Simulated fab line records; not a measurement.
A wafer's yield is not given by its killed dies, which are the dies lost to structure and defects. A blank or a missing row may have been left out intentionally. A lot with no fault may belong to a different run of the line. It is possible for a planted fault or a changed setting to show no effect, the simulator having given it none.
fab line records	flow gf180mcu	part 1 of 2: steps 1 to 43 of 44
record lots=6	wafers=18	last_day=33
route steps=602 shown DUAL_GATE@145 POLY_GATE@157 HV_LDD@176 SALICIDE@278 PASSIVATION@602
lots that met no fault: taken from a fault-free run of the same line
start_h: the number of hours between the record's first day and the start of the first shown wafer of the lot	wait_h: hours elapsed since this lot's preceding step	" the same as in the row above	L1.1+2: one row covering several wafers at once	- either no value or no given start	* or withheld: withheld	< > ~ a bound
route shown NAME@n: NAME is a module with steps in the file, n the number in the route of the first one	usual: the fault-free wafers' mean and standard deviation	same: alike in all rows	chamber/n: place in a boat	sites: each site's reading	_std_site: how widely they spread, as a standard deviation	_edge_site: mean of outer sites minus mean of inner sites	radius_mm: how far each site lies from the wafer's centre	mask NAME#n: copy n	behind: tool/chamber where the wafer was last shaped	hold: cause of the lot's hold/its duration in hours/its outcome	device: which transistor (n, p or np) failed to switch	end of line: the route-end tests of the same wafers	where a step has no rows: the recipe by itself	killed: count of dies lost to structure and defects at first sort (not the wafer's yield)	map: a wafer's dies, x killed, . not, _ none there
set.NAME: the setting the step ran with; set.NAME@STEP: the setting that earlier step ran with	model.NAME: the simulator's own value behind a step, which no gauge read
lots at some steps of the route; a table a step, a row a wafer
services: from which hour (start_h, from the record's first day; less than 0 if before it) a tool's chamber was out of use, for how many hours, and why
## steps
# step GF_DUAL_GATE_DEHYDRATE_04
# recipe temp_c=200	time_s=60
# step GF_DUAL_GATE_HMDS_05
# recipe prime_time_s=60	prime_temp_c=120
# step GF_DUAL_GATE_COAT_06
# recipe resist=NOVOLAK	spin_rpm=3000	resist_thk_nm=1000
# step GF_DUAL_GATE_SOFTBAKE_07
# recipe temp_c=90	time_s=60	resist=NOVOLAK
# step GF_DUAL_GATE_EXPOSE_08
# recipe mask_id=Dualgate	target_cd_nm=700	na=0.6	source_shape=conventional	sigma_outer=0.6	dose_mj=140
# step GF_DUAL_GATE_PEB_09
# recipe temp_c=withheld	time_s=*	resist=NOVOLAK
# step GF_DUAL_GATE_DEVELOP_10
# recipe develop_time_s=60	dev_temp_c=23
# step GF_DUAL_GATE_OVL_MEAS_11
# usual DUAL_GATE_OVL=0.1/1.3
lot.wafer	tool	chamber	start_h	wait_h	DUAL_GATE_OVL[nm]
L726.3	overlay-02	-	190.17	0.1	0.3
L726.5	"	-	"	"	0.4
L726.6	"	-	"	"	2.5
L727.4	overlay-01	-	191.51	0.1	-1.6
L727.5	"	-	"	"	0.2
L727.6	"	-	"	"	0.3
L734.3	overlay-02	-	254.03	0.1	-1.1
L734.4	"	-	"	"	-0.3
L734.5	"	-	"	"	-0.3
L735.3	overlay-02	-	258.18	0.1	0.5
L735.4	"	-	"	"	1.2
L735.6	"	-	"	"	0.1
L738.2	overlay-02	-	282.78	0.1	-1.7
L738.3	"	-	"	"	-0.1
L738.5	"	-	"	"	-1.3
L744.1	overlay-01	-	313.50	0.1	1.3
L744.2	"	-	"	"	2.1
L744.3	"	-	"	"	0.7
# step GF_DUAL_GATE_WET_ETCH_12
# recipe chemistry=dHF	target_depth_nm=13	dry=n2_spin	target=SiO2	temp_c=25	dilution=100:1	time_s=260
# step GF_DUAL_GATE_STRIP_13
# recipe chemistry=O2/N2	power_w=1400	pressure_mtorr=1500	platen_temp_c=250	o2_flow_sccm=3000	n2_flow_sccm=300	overash_fraction=0.5
# usual drypump_motor_current_A=5.7/0.44	heater_power_w=294/39	oes_product_au=0.716/0.0045	strip_time_to_endpoint_s=12.636/0.028
# same overash_fraction=0.5
lot.wafer	tool	chamber	start_h	wait_h	drypump_motor_current_A	heater_power_w	oes_product_au	rf_hours_counter_h	strip_time_to_endpoint_s
L726.3	plasma_asher-04	1	190.38	0.0	5.4	354	0.712	-	12.637
L726.5	"	0	"	"	6.0	313	0.713	-	12.647
L726.6	"	1	"	"	5.4	361	0.726	-	12.653
L727.4	plasma_asher-04	0	191.72	0.0	6.0	315	0.715	-	12.614
L727.5	"	1	"	"	5.4	356	0.713	-	12.605
L727.6	"	0	"	"	6.0	315	0.716	-	12.609
L734.3	plasma_asher-01	0	254.18	0.0	5.5	296	0.717	-	12.667
L734.4	"	1	"	"	5.6	326	0.714	-	12.682
L734.5	"	1	"	"	5.6	331	0.723	-	12.642
L735.3	plasma_asher-01	1	258.32	0.0	5.6	322	0.714	-	12.631
L735.4	"	0	"	"	5.5	299	0.713	-	12.642
L735.6	"	1	"	"	5.5	332	0.720	-	12.623
L738.2	plasma_asher-04	1	282.89	0.0	5.4	352	0.718	53	12.634
L738.3	"	1	"	"	5.4	364	0.716	-	12.653
L738.5	"	1	"	"	5.4	357	0.710	-	12.670
L744.1	plasma_asher-03	1	313.62	0.0	6.4	245	0.710	20	12.618
L744.2	"	0	"	"	5.3	286	0.720	20	12.643
L744.3	"	0	"	"	5.2	282	0.727	-	12.635
# step GF_DUAL_GATE_CLEAN_14
# recipe chemistry=SC1/SC2	mix=1:4:20	temp_c=70	time_s=150	dry=n2_spin
# step GF_DUAL_GATE_OXIDATION_15
# recipe temp_c=850	ambient=O2	stabilise_s=600	purge_s=300	target_thk_a=70.98	ox_time_s=1995
# step GF_POLY_GATE_CVD_00
# recipe material=poly-Si	target_thk_nm=200	temp_c=620	time_s=1200	pressure_mtorr=200
# usual spike_tc_centre_C=621.2/1.5	spike_tc_lower_C=620.7/1.1	zone_power_centre_pct=8.8/1.1	zone_power_upper_pct=8.1/0.46
lot.wafer	tool	chamber	start_h	wait_h	spike_tc_centre_C	spike_tc_lower_C	zone_power_centre_pct	zone_power_upper_pct	model.poly-Si_of_POLY_GATE_CVD_00.thk_nm
L726.3	lpcvd-01	0	193.93	0.6	620.2	620.7	10.3	7.7	202
L726.5	"	0	"	"	621.0	622.4	10.1	7.8	200
L726.6	"	0	"	"	619.3	619.5	10.2	7.7	200.2
L727.4	lpcvd-01	1	193.93	0.4	620.2	622.0	7.9	8.7	200.6
L727.5	"	1	"	"	620.1	621.5	8.0	8.6	199.5
L727.6	"	1	"	"	620.5	621.5	8.0	8.4	200.7
L734.3	lpcvd-01	1	257.01	0.0	640.8	618.8	11.0	6.9	214.8
L734.4	"	1	"	"	640.4	618.8	11.1	6.8	217
L734.5	"	1	"	"	640.1	616.0	11.0	6.8	223.8
L735.3	lpcvd-01	0	262.99	0.0	642.1	619.8	14.0	6.1	212
L735.4	"	0	"	"	639.4	617.5	13.9	6.1	218.2
L735.6	"	0	"	"	640.7	616.6	14.1	6.1	230.7
L738.2	lpcvd-02	1	285.17	0.4	622.6	621.8	9.5	7.7	198.6
L738.3	"	1	"	"	623.0	620.8	9.4	7.6	201.1
L738.5	"	1	"	"	622.5	622.0	9.4	7.5	198.3
L744.1	lpcvd-02	1	316.43	0.0	624.6	621.4	9.5	7.4	203.2
L744.2	"	1	"	"	623.0	619.2	9.4	7.6	203.6
L744.3	"	1	"	"	623.7	620.9	9.5	7.6	203.2
# step GF_POLY_GATE_THK_MEAS_01
# recipe reads=poly-Si_of_POLY_GATE_CVD_00
# usual POLY_GATE_CVD_00_THK=200.3/1.8
lot.wafer	tool	chamber	start_h	wait_h	POLY_GATE_CVD_00_THK[nm]
L726.3	film_metro-01	-	195.29	0.0	201.9
L726.5	"	-	"	"	200.0
L726.6	"	-	"	"	200.2
L727.4	film_metro-03	-	195.32	0.1	200.6
L727.5	"	-	"	"	199.6
L727.6	"	-	"	"	200.7
L734.3	film_metro-01	-	258.37	0.0	214.7
L734.4	"	-	"	"	216.9
L734.5	"	-	"	"	223.8
L735.3	film_metro-01	-	265.01	0.0	212.0
L735.4	"	-	"	"	218.3
L735.6	"	-	"	"	230.7
L738.2	film_metro-04	-	286.52	0.0	198.7
L738.3	"	-	"	"	201.1
L738.5	"	-	"	"	198.4
L744.1	film_metro-03	-	317.76	0.0	203.3
L744.2	"	-	"	"	203.6
L744.3	"	-	"	"	203.1
# step GF_POLY_GATE_DEHYDRATE_02
# recipe temp_c=200	time_s=60
# step GF_POLY_GATE_HMDS_03
# recipe prime_time_s=60	prime_temp_c=120
# step GF_POLY_GATE_COAT_04
# recipe resist=BARC	temp_c=withheld	time_s=withheld	spin_rpm=withheld	resist_thk_nm=withheld
# step GF_POLY_GATE_COAT_05
# recipe resist=KrF	spin_rpm=withheld	resist_thk_nm=700
# step GF_POLY_GATE_SOFTBAKE_06
# recipe temp_c=130	time_s=60	resist=KrF
# step GF_POLY_GATE_EXPOSE_07
# recipe mask_id=Poly2	target_cd_nm=280	na=0.68	source_shape=conventional	sigma_outer=0.6	dose_mj=28
# step GF_POLY_GATE_PEB_08
# recipe peb_temp_c=135	peb_time_s=90	resist=KrF
# step GF_POLY_GATE_DEVELOP_09
# recipe develop_time_s=60	resist=KrF	dev_temp_c=21
# step GF_POLY_GATE_CD_MEAS_10
# recipe target_cd_nm=280
# usual cd_nm=280.0/1.2
lot.wafer	tool	chamber	start_h	wait_h	cd_nm
L726.3	cd_sem-01	-	212.48	0.1	277.9
L726.5	"	-	"	"	278.1
L726.6	"	-	"	"	277.6
L727.4	cd_sem-02	-	212.85	0.1	281.2
L727.5	"	-	"	"	280.9
L727.6	"	-	"	"	281.6
L734.3	cd_sem-02	-	276.66	0.1	279.6
L734.4	"	-	"	"	278.8
L734.5	"	-	"	"	279.1
L735.3	cd_sem-01	-	283.55	0.1	279.5
L735.4	"	-	"	"	278.5
L735.6	"	-	"	"	278.0
L738.2	cd_sem-01	-	307.03	0.1	282.1
L738.3	"	-	"	"	281.3
L738.5	"	-	"	"	281.9
L744.1	cd_sem-02	-	337.96	0.1	282.2
L744.2	"	-	"	"	279.9
L744.3	"	-	"	"	280.6
# step GF_POLY_GATE_OVL_MEAS_11
# usual POLY_GATE_OVL=-3/5.5
lot.wafer	tool	chamber	start_h	wait_h	POLY_GATE_OVL[nm]
L726.3	overlay-02	-	212.57	0.1	-2
L726.5	"	-	"	"	1
L726.6	"	-	"	"	-7
L727.4	overlay-01	-	212.93	0.1	-5
L727.5	"	-	"	"	-13
L727.6	"	-	"	"	-2
L734.3	overlay-01	-	276.75	0.1	-5
L734.4	"	-	"	"	-5
L734.5	"	-	"	"	-7
L735.3	overlay-01	-	283.64	0.1	1
L735.4	"	-	"	"	-1
L735.6	"	-	"	"	0
L738.2	overlay-01	-	307.14	0.1	10
L738.3	"	-	"	"	5
L738.5	"	-	"	"	-2
L744.1	overlay-01	-	338.08	0.1	-1
L744.2	"	-	"	"	-5
L744.3	"	-	"	"	0
# step GF_POLY_GATE_ETCH_12
# recipe chemistry=N2/H2	target_depth_a=withheld	overetch_a=withheld	time_s=withheld	target=BARC	ion_energy_ev=200	source_w=500	bias_w=100	pressure_mtorr=30	n2_flow_sccm=100	h2_flow_sccm=200
# usual drypump_motor_current_A=5.9/0.42	oes_product_au=0.736/0.0054	throttle_valve_pct=13.214/0.0083
lot.wafer	tool	chamber	start_h	wait_h	drypump_motor_current_A	oes_product_au	throttle_valve_pct
L726.3	rie_diel-04	0	212.60	0.0	6.2	0.739	13.221
L726.5	"	0	"	"	6.2	0.737	13.199
L726.6	"	3	"	"	5.8	0.744	13.225
L727.4	rie_diel-03	1	212.95	0.0	5.9	0.732	13.213
L727.5	"	0	"	"	5.7	0.736	13.208
L727.6	"	3	"	"	5.8	0.728	13.225
L734.3	rie_diel-03	0	276.78	0.0	5.6	0.733	13.224
L734.4	"	1	"	"	5.9	0.734	13.219
L734.5	"	2	"	"	6.5	0.738	13.217
L735.3	rie_diel-02	0	283.67	0.0	5.7	0.744	13.212
L735.4	"	3	"	"	6.2	0.738	13.205
L735.6	"	3	"	"	6.2	0.731	13.228
L738.2	rie_diel-04	1	307.17	0.0	4.9	0.730	13.216
L738.3	"	3	"	"	5.8	0.742	13.210
L738.5	"	3	"	"	5.8	0.739	13.214
L744.1	rie_diel-04	0	338.12	0.0	6.2	0.738	13.227
L744.2	"	3	"	"	5.8	0.736	13.222
L744.3	"	1	"	"	4.9	0.738	13.221
# step GF_POLY_GATE_ETCH_13
# recipe target=poly-Si	target_depth_nm=198.5	stop_on=SiO2	over_etch_frac=0.403	chemistry=HBr/Cl2	icp_w=400	bias_w=100	pressure_mtorr=10	HBr_flow_sccm=150	Cl2_flow_sccm=50	time_s=69.6
# usual drypump_motor_current_A=5.5/0.4	mfc_cl2_sccm=50.02/0.14	oes_product_au=0.992/0.0092	throttle_valve_pct=33.683/0.0092
lot.wafer	tool	chamber	start_h	wait_h	drypump_motor_current_A	mfc_cl2_sccm	oes_product_au	rf_hours_counter_h	throttle_valve_pct
L726.3	rie_si-02	1	212.65	-	5.8	50.11	0.981	0	33.667
L726.5	"	1	"	"	5.8	50.04	0.984	-	33.675
L726.6	"	2	"	"	4.8	49.74	1.003	-	33.683
L727.4	rie_si-01	1	213.00	-	5.3	49.93	0.988	4	33.686
L727.5	"	3	"	"	5.2	50.16	0.991	-	33.678
L727.6	"	2	"	"	5.5	49.82	0.988	-	33.687
L734.3	rie_si-01	3	276.83	-	5.2	49.84	1.016	41	33.716
L734.4	"	1	"	"	5.3	50.29	0.997	4	33.680
L734.5	"	2	"	"	5.4	50.06	1.002	-	33.684
L735.3	rie_si-01	2	283.72	-	5.5	49.90	0.994	38	33.693
L735.4	"	1	"	"	5.3	49.92	0.998	4	33.685
L735.6	"	2	"	"	5.4	49.84	0.999	-	33.695
L738.2	rie_si-02	2	307.22	-	4.8	50.25	0.986	97	33.677
L738.3	"	1	"	"	5.8	50.03	0.976	1	33.680
L738.5	"	1	"	"	5.8	50.11	0.973	-	33.701
L744.1	rie_si-01	3	338.17	-	5.2	49.67	0.992	41	33.685
L744.2	"	1	"	"	5.3	50.04	0.999	5	33.677
L744.3	"	2	"	"	5.4	49.98	0.980	38	33.697
# step GF_POLY_GATE_STRIP_14
# recipe chemistry=O2/N2	power_w=1400	pressure_mtorr=1500	platen_temp_c=250	o2_flow_sccm=3000	n2_flow_sccm=300	overash_fraction=0.5
# usual drypump_motor_current_A=5.7/0.37	heater_power_w=309/40	oes_product_au=0.505/0.0047
# same overash_fraction=0.5
lot.wafer	tool	chamber	start_h	wait_h	drypump_motor_current_A	heater_power_w	oes_product_au	rf_hours_counter_h
L726.3	plasma_asher-02	0	212.74	0.1	6.1	365	0.502	-
L726.5	"	1	"	"	5.6	347	0.499	-
L726.6	"	0	"	"	6.0	359	0.502	-
L727.4	plasma_asher-01	0	213.09	0.1	5.5	293	0.504	-
L727.5	"	1	"	"	5.6	328	0.507	-
L727.6	"	0	"	"	5.5	291	0.510	-
L734.3	plasma_asher-03	1	276.92	0.1	6.4	242	0.497	-
L734.4	"	0	"	"	5.3	272	0.510	-
L734.5	"	0	"	"	5.3	270	0.506	-
L735.3	plasma_asher-01	0	283.81	0.1	5.5	298	0.508	-
L735.4	"	1	"	"	5.6	338	0.504	-
L735.6	"	0	"	"	5.5	304	0.513	-
L738.2	plasma_asher-01	0	307.27	0.0	5.5	296	0.508	64
L738.3	"	1	"	"	5.6	330	0.506	-
L738.5	"	0	"	"	5.5	293	0.509	-
L744.1	plasma_asher-02	0	338.22	0.0	6.1	367	0.504	64
L744.2	"	1	"	"	5.6	348	0.503	64
L744.3	"	1	"	"	5.6	349	0.513	-
# step GF_POLY_GATE_CLEAN_15
# recipe chemistry=SC1/SC2	mix=1:4:20	temp_c=70	time_s=150	dry=n2_spin
# step GF_POLY_GATE_OXIDATION_16
# recipe temp_c=850	ambient=O2	stabilise_s=600	purge_s=300	target_thk_a=40	ox_time_s=899
# step GF_POLY_GATE_THK_MEAS_17
# recipe reads=SiO2_of_POLY_GATE_OXIDATION_16
# usual POLY_GATE_OXIDATION_THK=4.01/0.072
lot.wafer	tool	chamber	start_h	wait_h	POLY_GATE_OXIDATION_THK[nm]
L726.3	film_metro-04	-	214.96	0.0	4.05
L726.5	"	-	"	"	3.90
L726.6	"	-	"	"	4.06
L727.4	film_metro-03	-	214.97	0.0	4.00
L727.5	"	-	"	"	3.99
L727.6	"	-	"	"	4.03
L734.3	film_metro-01	-	278.30	0.0	4.07
L734.4	"	-	"	"	4.03
L734.5	"	-	"	"	3.99
L735.3	film_metro-04	-	287.01	0.0	4.05
L735.4	"	-	"	"	4.00
L735.6	"	-	"	"	4.03
L738.2	film_metro-01	-	309.74	0.0	4.15
L738.3	"	-	"	"	4.05
L738.5	"	-	"	"	4.03
L744.1	film_metro-01	-	339.63	0.0	4.04
L744.2	"	-	"	"	3.94
L744.3	"	-	"	"	4.02
# step GF_POLY_GATE_CD_MEAS_18
# usual cd_nm=280.1/1.8
lot.wafer	tool	chamber	start_h	wait_h	cd_nm
L726.3	cd_sem-02	-	215.06	0.1	279.4
L726.5	"	-	"	"	278.5
L726.6	"	-	"	"	276.6
L727.4	cd_sem-01	-	215.09	0.1	282.4
L727.5	"	-	"	"	280.6
L727.6	"	-	"	"	279.4
L734.3	cd_sem-02	-	278.40	0.1	279.8
L734.4	"	-	"	"	277.7
L734.5	"	-	"	"	277.1
L735.3	cd_sem-01	-	287.10	0.1	278.1
L735.4	"	-	"	"	279.9
L735.6	"	-	"	"	276.6
L738.2	cd_sem-02	-	309.82	0.1	283.1
L738.3	"	-	"	"	282.8
L738.5	"	-	"	"	283.0
L744.1	cd_sem-01	-	339.69	0.1	282.5
L744.2	"	-	"	"	281.2
L744.3	"	-	"	"	280.7
# step GF_HV_LDD_DEHYDRATE_00
# recipe temp_c=200	time_s=60
# step GF_HV_LDD_HMDS_01
# recipe prime_time_s=60	prime_temp_c=120
# step GF_HV_LDD_COAT_02
# recipe resist=NOVOLAK	spin_rpm=3000	resist_thk_nm=1000
# step GF_HV_LDD_SOFTBAKE_03
# recipe temp_c=90	time_s=60	resist=NOVOLAK
# step GF_HV_LDD_EXPOSE_04
# recipe mask_id=Nplus_LV_AREA	target_cd_nm=400	na=0.6	source_shape=conventional	sigma_outer=0.6	dose_mj=140
# step GF_HV_LDD_PEB_05
# recipe temp_c=withheld	time_s=*	resist=NOVOLAK
# step GF_HV_LDD_DEVELOP_06
# recipe develop_time_s=60	dev_temp_c=23
# step GF_HV_LDD_CD_MEAS_07
# recipe target_cd_nm=400
# usual cd_nm=399/3.3
lot.wafer	tool	chamber	start_h	wait_h	cd_nm
L726.3	cd_sem-01	-	232.38	0.1	395
L726.5	"	-	"	"	397
L726.6	"	-	"	"	396
L727.4	cd_sem-02	-	232.56	0.1	399
L727.5	"	-	"	"	399
L727.6	"	-	"	"	399
L734.3	cd_sem-01	-	298.53	0.1	402
L734.4	"	-	"	"	401
L734.5	"	-	"	"	401
L735.3	cd_sem-02	-	307.64	0.1	403
L735.4	"	-	"	"	405
L735.6	"	-	"	"	404
L738.2	cd_sem-01	-	330.51	0.1	397
L738.3	"	-	"	"	396
L738.5	"	-	"	"	397
L744.1	cd_sem-01	-	360.51	0.1	399
L744.2	"	-	"	"	397
L744.3	"	-	"	"	395
# step GF_HV_LDD_OVL_MEAS_08
# usual HV_LDD_OVL=0.2/1.8
lot.wafer	tool	chamber	start_h	wait_h	HV_LDD_OVL[nm]
L726.3	overlay-01	-	232.47	0.1	3.5
L726.5	"	-	"	"	1.4
L726.6	"	-	"	"	1.0
L727.4	overlay-02	-	232.64	0.1	2.9
L727.5	"	-	"	"	2.7
L727.6	"	-	"	"	1.8
L734.3	overlay-01	-	298.62	0.1	3.3
L734.4	"	-	"	"	2.0
L734.5	"	-	"	"	2.7
L735.3	overlay-02	-	307.73	0.1	-1.0
L735.4	"	-	"	"	0.4
L735.6	"	-	"	"	-0.4
L738.2	overlay-01	-	330.61	0.1	-2.7
L738.3	"	-	"	"	-1.0
L738.5	"	-	"	"	-0.8
L744.1	overlay-02	-	360.63	0.1	-0.3
L744.2	"	-	"	"	0.0
L744.3	"	-	"	"	-1.9
# step GF_HV_LDD_IMPLANT_09
# recipe species=As	energy_kev=40	dose_cm2=1e+14	tilt_deg=7
# step GF_HV_LDD_STRIP_10
# recipe chemistry=O2/N2	power_w=1400	pressure_mtorr=1500	platen_temp_c=250	o2_flow_sccm=3000	n2_flow_sccm=300	overash_fraction=0.5
# usual drypump_motor_current_A=5.67/0.24	heater_power_w=334/23	oes_product_au=0.716/0.0047	strip_time_to_endpoint_s=12.62/0.032
# same overash_fraction=0.5
lot.wafer	tool	chamber	start_h	wait_h	drypump_motor_current_A	heater_power_w	oes_product_au	rf_hours_counter_h	strip_time_to_endpoint_s
L726.3	plasma_asher-01	1	232.68	0.1	5.57	335	0.703	-	12.61
L726.5	"	0	"	"	5.49	301	0.709	-	12.60
L726.6	"	1	"	"	5.57	332	0.726	-	12.57
L727.4	plasma_asher-02	0	232.84	0.1	6.04	360	0.722	-	12.64
L727.5	"	0	"	"	6.06	368	0.717	-	12.68
L727.6	"	1	"	"	5.59	348	0.726	-	12.65
L734.3	plasma_asher-01	0	298.83	0.1	5.50	304	0.711	-	12.61
L734.4	"	1	"	"	5.56	317	0.711	-	12.63
L734.5	"	1	"	"	5.58	328	0.708	-	12.61
L735.3	plasma_asher-01	0	307.94	0.1	5.48	295	0.718	-	12.62
L735.4	"	1	"	"	5.57	341	0.718	-	12.60
L735.6	"	1	"	"	5.57	325	0.717	-	12.63
L738.2	plasma_asher-02	0	330.79	0.1	6.07	354	0.708	63	12.62
L738.3	"	0	"	"	6.09	377	0.717	-	12.65
L738.5	"	0	"	"	6.06	369	0.718	-	12.62
L744.1	plasma_asher-01	1	360.82	0.1	5.58	333	0.708	69	12.65
L744.2	"	0	"	"	5.49	299	0.717	69	12.64
L744.3	"	0	"	"	5.50	304	0.710	-	12.59
# step GF_SALICIDE_CLEAN_00
# recipe chemistry=SC1/SC2	mix=1:4:20	temp_c=70	time_s=150
# usual temp_c=70.03/0.12
lot.wafer	tool	chamber	start_h	wait_h	temp_c	model.poly-Si_of_POLY_GATE_CVD_00.thk_nm
L726.3	wet_bench-01	3	359.14	0.0	69.99	200.7
L726.5	"	3	"	"	69.98	198.8
L726.6	"	3	"	"	69.85	198.9
L727.4	wet_bench-02	2	359.93	0.0	69.91	199.4
L727.5	"	2	"	"	70.08	198.2
L727.6	"	2	"	"	69.89	199.4
L734.3	wet_bench-02	1	436.13	0.0	69.83	213.5
L734.4	"	1	"	"	69.88	215.7
L734.5	"	1	"	"	69.86	222.6
L735.3	wet_bench-02	1	445.24	0.0	70.17	210.7
L735.4	"	1	"	"	70.20	216.9
L735.6	"	1	"	"	69.98	229.4
L738.2	wet_bench-01	0	472.24	0.1	69.82	197.3
L738.3	"	0	"	"	70.11	199.8
L738.5	"	0	"	"	69.87	197.1
L744.1	wet_bench-02	0	506.62	0.1	70.22	202
L744.2	"	0	"	"	70.11	202.3
L744.3	"	0	"	"	70.06	201.9
## key
first_sign step=GF_POLY_GATE_CVD_00	reading=spike_tc_centre_C	direction=up	sigmas=13	usual=621.2	struck=640.6
effect step=GF_POLY_GATE_CVD_00	reading=zone_power_upper_pct	direction=down	sigmas=3.5	usual=8.1	struck=6.5
effect step=GF_POLY_GATE_THK_MEAS_01	reading=POLY_GATE_CVD_00_THK	direction=up	sigmas=11	usual=200.3	struck=219.4
model_effect step=GF_POLY_GATE_CVD_00	value=poly-Si_of_POLY_GATE_CVD_00.thk_nm	without=199.8	struck=219.4
model_effect step=GF_SALICIDE_CLEAN_00	value=poly-Si_of_POLY_GATE_CVD_00.thk_nm	without=198.5	struck=218.1
model_effect step=GF_PASSIVATION_PROBE_99	value=etest.ppoly_u.line_ohm_um	without=440.4	struck=416.4
met_at GF_POLY_GATE_CVD_00
struck_wafers L734.3,L734.4,L734.5,L735.3,L735.4,L735.6
tester_left_out L734,L735
onset_between 193.93 257.01
fault kind=process_parameter_drift	tool=lpcvd-01	chamber=-	onset_h=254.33	steps=GF_POLY_GATE_CVD_00	channel=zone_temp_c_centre	offset=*	shape=step	end_h=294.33
# tester_left_out: of these lots the tester's yield and bins aren't shown, on N5 and GAA mostly nor the transistor test; their killed dies are dies lost to structure and defects alone, not to doping, threshold or leakage, so they don't give the yield
